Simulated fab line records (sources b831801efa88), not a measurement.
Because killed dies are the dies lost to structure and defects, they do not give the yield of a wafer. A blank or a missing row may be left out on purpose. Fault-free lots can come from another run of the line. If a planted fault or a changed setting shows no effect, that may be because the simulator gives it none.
Which tool is to blame? || flow sky130 || 30 wafers from 10 lots sampled at 6 of the route's 708 steps

WHAT THE GAUGES READ, wafer by wafer
SKY_METAL2_OVL_MEAS_16.
{"lot": "L374", "measured": "day 35 15:53", "on": "overlay-02", "METAL2_OVL (nm)": "5 -2 5"}
{"lot": "L375", "measured": "day 35 19:38", "on": "overlay-02", "METAL2_OVL (nm)": "9 6 12"}
{"lot": "L377", "measured": "day 36 00:53", "on": "overlay-01", "METAL2_OVL (nm)": "-7 -6 -13"}
{"lot": "L382", "measured": "day 37 14:42", "on": "overlay-02", "METAL2_OVL (nm)": "11 9 4"}
{"lot": "L386", "measured": "day 39 05:01", "on": "overlay-02", "METAL2_OVL (nm)": "-2 5 0"}
{"lot": "L387", "measured": "day 39 10:59", "on": "overlay-02", "METAL2_OVL (nm)": "-17 -15 -13"}
{"lot": "L388", "measured": "day 39 14:00", "on": "overlay-02", "METAL2_OVL (nm)": "-1 4 -9"}
{"lot": "L390", "measured": "day 40 04:37", "on": "overlay-01", "METAL2_OVL (nm)": "-5 5 -7"}
{"lot": "L391", "measured": "day 40 07:59", "on": "overlay-01", "METAL2_OVL (nm)": "-3 -3 -4"}
{"lot": "L396", "measured": "day 41 15:12", "on": "overlay-02", "METAL2_OVL (nm)": "0 0 4"}

SKY_CAPM_RS_MEAS_03: the measuring method here is four-point-probe.
{"lot": "L374", "measured": "day 36 21:46", "on": "film-metro-02", "CAPM_TIN_RS (ohm/sq)": "6.91 6.94 6.96"}
{"lot": "L375", "measured": "day 37 01:10", "on": "film-metro-04", "CAPM_TIN_RS (ohm/sq)": "6.89 6.78 6.92"}
{"lot": "L377", "measured": "day 37 06:14", "on": "film-metro-03", "CAPM_TIN_RS (ohm/sq)": "6.93 6.91 6.85"}
{"lot": "L382", "measured": "day 38 19:39", "on": "film-metro-03", "CAPM_TIN_RS (ohm/sq)": "7.01 7.07 6.98"}
{"lot": "L386", "measured": "day 40 09:05", "on": "film-metro-02", "CAPM_TIN_RS (ohm/sq)": "6.82 6.92 6.86"}
{"lot": "L387", "measured": "day 40 14:34", "on": "film-metro-02", "CAPM_TIN_RS (ohm/sq)": "6.88 6.91 4.86 6.89 6.93 4.86"}
{"lot": "L388", "measured": "day 40 17:12", "on": "film-metro-04", "CAPM_TIN_RS (ohm/sq)": "4.93 7.09 7.04 4.93 7.08 7.04"}
{"lot": "L390", "measured": "day 41 07:58", "on": "film-metro-03", "CAPM_TIN_RS (ohm/sq)": "7.02 6.96 6.86"}
{"lot": "L391", "measured": "day 41 11:30", "on": "film-metro-02", "CAPM_TIN_RS (ohm/sq)": "6.93 6.94 6.98"}
{"lot": "L396", "measured": "day 42 18:00", "on": "film-metro-03", "CAPM_TIN_RS (ohm/sq)": "6.93 6.96 6.95"}

SKY_CAPM_THK_MEAS_04: measures by xrf.
{"lot": "L374", "measured": "day 36 21:52", "on": "film-metro-02", "CAPM_TIN_THK (nm)": "195.2 193.6 194.2"}
{"lot": "L375", "measured": "day 37 01:17", "on": "film-metro-04", "CAPM_TIN_THK (nm)": "195.9 198.8 195.4"}
{"lot": "L377", "measured": "day 37 06:22", "on": "film-metro-03", "CAPM_TIN_THK (nm)": "191.5 192.1 193.5"}
{"lot": "L382", "measured": "day 38 19:45", "on": "film-metro-03", "CAPM_TIN_THK (nm)": "190.7 190.0 192.4"}
{"lot": "L386", "measured": "day 40 09:11", "on": "film-metro-02", "CAPM_TIN_THK (nm)": "198.5 194.7 196.9"}
{"lot": "L387", "measured": "day 40 18:35", "on": "film-metro-02", "CAPM_TIN_THK (nm)": "196.7 195.5 277.3 196.3 195.8 276.4"}
{"lot": "L388", "measured": "day 40 21:28", "on": "film-metro-04", "CAPM_TIN_THK (nm)": "270.0 190.1 190.1 269.9 189.1 189.4"}
{"lot": "L390", "measured": "day 41 08:03", "on": "film-metro-03", "CAPM_TIN_THK (nm)": "190.7 192.2 194.7"}
{"lot": "L391", "measured": "day 41 11:37", "on": "film-metro-02", "CAPM_TIN_THK (nm)": "194.8 194.8 193.8"}
{"lot": "L396", "measured": "day 42 18:07", "on": "film-metro-03", "CAPM_TIN_THK (nm)": "191.1 191.7 191.6"}

WHICH TOOL RAN EACH LOT (tool, then ch and the chambers of the sampled wafers, then the start)
{"lot": "L374", "SKY_METAL2_METAL_ETCH_19": "rie-metal-04 ch 0,1, day 35 16:01", "SKY_METAL3_SPUTTER_03": "pvd-sputter-03, day 36 21:29", "SKY_CAPM_SPUTTER_02": "pvd-sputter-04, day 36 21:38"}
{"lot": "L375", "SKY_METAL2_METAL_ETCH_19": "rie-metal-01 ch 0,1, day 35 19:46", "SKY_METAL3_SPUTTER_03": "pvd-sputter-02, day 37 00:55", "SKY_CAPM_SPUTTER_02": "pvd-sputter-03, day 37 01:04"}
{"lot": "L377", "SKY_METAL2_METAL_ETCH_19": "rie-metal-02 ch 0,1, day 36 01:01", "SKY_METAL3_SPUTTER_03": "pvd-sputter-01, day 37 05:59", "SKY_CAPM_SPUTTER_02": "pvd-sputter-04, day 37 06:08"}
{"lot": "L382", "SKY_METAL2_METAL_ETCH_19": "rie-metal-01 ch 0,1, day 37 14:51", "SKY_METAL3_SPUTTER_03": "pvd-sputter-03, day 38 19:20", "SKY_CAPM_SPUTTER_02": "pvd-sputter-04, day 38 19:30"}
{"lot": "L386", "SKY_METAL2_METAL_ETCH_19": "rie-metal-04 ch 0,1, day 39 05:10", "SKY_METAL3_SPUTTER_03": "pvd-sputter-03, day 40 08:47", "SKY_CAPM_SPUTTER_02": "pvd-sputter-04, day 40 08:56"}
{"lot": "L387", "SKY_METAL2_METAL_ETCH_19": "rie-metal-01 ch 0,1, day 39 11:07", "SKY_METAL3_SPUTTER_03": "pvd-sputter-03, day 40 14:19", "SKY_CAPM_SPUTTER_02": "pvd-sputter-04, day 40 14:28"}
{"lot": "L388", "SKY_METAL2_METAL_ETCH_19": "rie-metal-01 ch 0,1, day 39 14:08", "SKY_METAL3_SPUTTER_03": "pvd-sputter-03, day 40 16:56", "SKY_CAPM_SPUTTER_02": "pvd-sputter-04, day 40 17:05"}
{"lot": "L390", "SKY_METAL2_METAL_ETCH_19": "rie-metal-04 ch 0,1, day 40 04:45", "SKY_METAL3_SPUTTER_03": "pvd-sputter-03, day 41 07:38", "SKY_CAPM_SPUTTER_02": "pvd-sputter-03, day 41 07:47"}
{"lot": "L391", "SKY_METAL2_METAL_ETCH_19": "rie-metal-04 ch 0, day 40 08:07", "SKY_METAL3_SPUTTER_03": "pvd-sputter-02, day 41 11:13", "SKY_CAPM_SPUTTER_02": "pvd-sputter-03, day 41 11:22"}
{"lot": "L396", "SKY_METAL2_METAL_ETCH_19": "rie-metal-01 ch 0,1, day 41 15:20", "SKY_METAL3_SPUTTER_03": "pvd-sputter-03, day 42 17:44", "SKY_CAPM_SPUTTER_02": "pvd-sputter-02, day 42 17:53"}
- SKY_METAL2_METAL_ETCH_19: etches the open film in Cl2/BCl3, stops on SiO2, target depth 360 nm, time 78 s.
- SKY_METAL3_SPUTTER_03: material Ti, target thk 5 nm, time 3.3 s.
- SKY_CAPM_SPUTTER_02: material TiN, target thk 200 nm, time 166.7 s.

AS READ BY THE TOOLS THEMSELVES (means over the sampled wafers that have a number; for cases with no such wafer, the mark the record gives instead)
SKY_METAL2_METAL_ETCH_19.
{"lot": "L374", "tool": "rie-metal-04", "bias-w (W)": 48.55, "drypump-motor-current-A (A)": 5.2, "oes-product-au (a.u.)": 0.849, "throttle-valve-pct (%)": 22.258}
{"lot": "L375", "tool": "rie-metal-01", "bias-w (W)": 48.54, "drypump-motor-current-A (A)": 5.4, "oes-product-au (a.u.)": 0.856, "throttle-valve-pct (%)": 22.265}
{"lot": "L377", "tool": "rie-metal-02", "bias-w (W)": 48.44, "drypump-motor-current-A (A)": 5.2, "oes-product-au (a.u.)": 0.851, "throttle-valve-pct (%)": 22.268}
{"lot": "L382", "tool": "rie-metal-01", "bias-w (W)": 48.54, "drypump-motor-current-A (A)": 5.3, "oes-product-au (a.u.)": 0.853, "throttle-valve-pct (%)": 22.267}
{"lot": "L386", "tool": "rie-metal-04", "bias-w (W)": 48.47, "drypump-motor-current-A (A)": 5.6, "oes-product-au (a.u.)": 0.854, "throttle-valve-pct (%)": 22.268}
{"lot": "L387", "tool": "rie-metal-01", "bias-w (W)": 48.61, "drypump-motor-current-A (A)": 5.3, "oes-product-au (a.u.)": 0.855, "throttle-valve-pct (%)": 22.258}
{"lot": "L388", "tool": "rie-metal-01", "bias-w (W)": 48.51, "drypump-motor-current-A (A)": 5.4, "oes-product-au (a.u.)": 0.858, "throttle-valve-pct (%)": 22.265}
{"lot": "L390", "tool": "rie-metal-04", "bias-w (W)": 48.55, "drypump-motor-current-A (A)": 5.2, "oes-product-au (a.u.)": 0.852, "throttle-valve-pct (%)": 22.256}
{"lot": "L391", "tool": "rie-metal-04", "bias-w (W)": 48.54, "drypump-motor-current-A (A)": 6.1, "oes-product-au (a.u.)": 0.858, "throttle-valve-pct (%)": 22.269}
{"lot": "L396", "tool": "rie-metal-01", "bias-w (W)": 48.62, "drypump-motor-current-A (A)": 5.3, "oes-product-au (a.u.)": 0.855, "throttle-valve-pct (%)": 22.257}

SKY_METAL3_SPUTTER_03.
{"lot": "L374", "tool": "pvd-sputter-03", "cathode-dc-power-W (W)": 3000.1, "throttle-valve-pct (%)": 30.3}
{"lot": "L375", "tool": "pvd-sputter-02", "cathode-dc-power-W (W)": 2999.6, "throttle-valve-pct (%)": 29.0}
{"lot": "L377", "tool": "pvd-sputter-01", "cathode-dc-power-W (W)": 2999.9, "throttle-valve-pct (%)": 31.3}
{"lot": "L382", "tool": "pvd-sputter-03", "cathode-dc-power-W (W)": 3000.1, "throttle-valve-pct (%)": 29.5}
{"lot": "L386", "tool": "pvd-sputter-03", "cathode-dc-power-W (W)": 2999.8, "throttle-valve-pct (%)": 29.7}
{"lot": "L387", "tool": "pvd-sputter-03", "cathode-dc-power-W (W)": 3000.1, "throttle-valve-pct (%)": 29.8}
{"lot": "L388", "tool": "pvd-sputter-03", "cathode-dc-power-W (W)": 3000.1, "throttle-valve-pct (%)": 29.9}
{"lot": "L390", "tool": "pvd-sputter-03", "cathode-dc-power-W (W)": 2999.7, "throttle-valve-pct (%)": 30.3}
{"lot": "L391", "tool": "pvd-sputter-02", "cathode-dc-power-W (W)": 2999.7, "throttle-valve-pct (%)": 28.8}
{"lot": "L396", "tool": "pvd-sputter-03", "cathode-dc-power-W (W)": 2999.8, "throttle-valve-pct (%)": 30.0}

SKY_CAPM_SPUTTER_02.
{"lot": "L374", "tool": "pvd-sputter-04", "cathode-dc-power-W (W)": 6499.9, "throttle-valve-pct (%)": 30.9}
{"lot": "L375", "tool": "pvd-sputter-03", "cathode-dc-power-W (W)": 6499.9, "throttle-valve-pct (%)": 29.9}
{"lot": "L377", "tool": "pvd-sputter-04", "cathode-dc-power-W (W)": 6499.7, "throttle-valve-pct (%)": 31.6}
{"lot": "L382", "tool": "pvd-sputter-04", "cathode-dc-power-W (W)": 6499.9, "throttle-valve-pct (%)": 31.0}
{"lot": "L386", "tool": "pvd-sputter-04", "cathode-dc-power-W (W)": 6500.6, "throttle-valve-pct (%)": 30.6}
{"lot": "L387", "tool": "pvd-sputter-04", "cathode-dc-power-W (W)": 7391.6, "throttle-valve-pct (%)": 31.4}
{"lot": "L388", "tool": "pvd-sputter-04", "cathode-dc-power-W (W)": 7389.4, "throttle-valve-pct (%)": 30.9}
{"lot": "L390", "tool": "pvd-sputter-03", "cathode-dc-power-W (W)": 6499.1, "throttle-valve-pct (%)": 30.3}
{"lot": "L391", "tool": "pvd-sputter-03", "cathode-dc-power-W (W)": 6501.0, "throttle-valve-pct (%)": 30.0}
{"lot": "L396", "tool": "pvd-sputter-02", "cathode-dc-power-W (W)": 6500.7, "throttle-valve-pct (%)": 27.8}

THE ANSWER, worked out from the rows above alone
Rule: usual is defined by the lots themselves. Put in order of their means at a reading, lots are off if they are a third of the lots or fewer, leave a main group of 4 or more, and stand apart from it by a gap of 3 or more times the standard deviation of the main group's means; of several such gaps the widest counts. If all means in a main group match to the digits the tables above print for the reading, that group is not used. Also off: a lot with no number at a reading for which 4 or more lots have one. Any other lot the step has rows for is counted as sound. The gauges are gone through in route order, then the tools' own readings, and for those a lot's mean is taken as printed above. The first step at which some lot is off is used, and at that step the reading that is off furthest; a lot without a number counts as furthest.
Off: L387, L388, seen at SKY_CAPM_RS_MEAS_03 (CAPM_TIN_RS). The main group has a mean of 6.93 ohm/sq with a standard deviation of 0.048.
If a tool, at a process step before that reading, ran all the lots that are off and no sound lot after the first of them, it fits. Not tried: the gauges at SKY_CAPM_RS_MEAS_03; whatever is off there is also off at SKY_CAPM_SPUTTER_02, on other tools, and gauge error can't account for it. One fits: SKY_CAPM_SPUTTER_02 on pvd-sputter-04. A fault onset in the window from L386 (day 40 08:56, its last sound lot) to L387 (day 40 14:28, its first lot off) fits.
The tool's own readings at SKY_CAPM_SPUTTER_02 bear it out: on the lots that are off they differ by more than 5 times the standard deviation of the sound lots' means. cathode-dc-power-W reads 7390.5 W there against 6500.1 W on the sound lots.

WHAT THE SIMULATOR HAD PUT IN
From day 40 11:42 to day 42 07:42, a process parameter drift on pvd-sputter-04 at SKY_CAPM_SPUTTER_02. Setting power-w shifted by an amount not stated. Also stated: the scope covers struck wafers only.
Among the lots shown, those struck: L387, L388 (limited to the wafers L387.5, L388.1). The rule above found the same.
